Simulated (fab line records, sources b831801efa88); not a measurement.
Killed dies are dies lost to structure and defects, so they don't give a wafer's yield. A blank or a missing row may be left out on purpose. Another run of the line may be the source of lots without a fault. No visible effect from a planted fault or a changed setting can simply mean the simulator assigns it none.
A single fault, viewed from 2 desks ; flow sky130 ; only its own numbers are on each desk; what lay behind them is given at the end

THE METROLOGY DESK
What the gauges read, lot by lot, whatever tool the lot ran on: means of the sampled wafers that have a number. A lot is out of limits, marked OUT, if its mean lies more than 4 standard deviations from the usual mean; the brackets give that distance.
Columns: A = cd nm at SKY_LI_CONTACT_CD_MEAS_12, usual 170.0 nm; B = LI_CONTACT_OVL at SKY_LI_CONTACT_OVL_MEAS_13, usual 4 nm
lot;first seen here;A;B
L991;day 29 14:10;171.3;6
L100;day 32 21:21;167.3;12
L101;day 33 08:34;169.7;4
L103;day 33 17:25;168.9;7
L105;day 34 14:32;172.0;-9
L109;day 35 10:41;168.5;3
Result from this desk: across the 6 lots, nothing is out of limits.

DESK OF THE TOOL OWNER: pvd sputter-02
At SKY_LI_CONTACT_SPUTTER_20 (material TiN, target thk 20 nm, time 80 s) the tool's own readings: per lot run on this tool, the mean of the sampled wafers that have a number. A lot is out of limits, marked OUT, if its mean lies more than 4 standard deviations from the usual mean; the brackets give that distance.
Columns: A = throttle valve pct at SKY_LI_CONTACT_SPUTTER_20, usual 30.7 %
lot;first seen here;A
L991;day 29 14:49;30.9
L100;day 32 21:59;30.3
L101;day 33 09:12;30.3
Result from this desk: across the 3 lots, nothing is out of limits.

TAKEN TOGETHER
Metrology desk: nothing out of limits seen.
The desk of the tool owner found nothing out of limits.

WHAT THE SIMULATOR PUT IN
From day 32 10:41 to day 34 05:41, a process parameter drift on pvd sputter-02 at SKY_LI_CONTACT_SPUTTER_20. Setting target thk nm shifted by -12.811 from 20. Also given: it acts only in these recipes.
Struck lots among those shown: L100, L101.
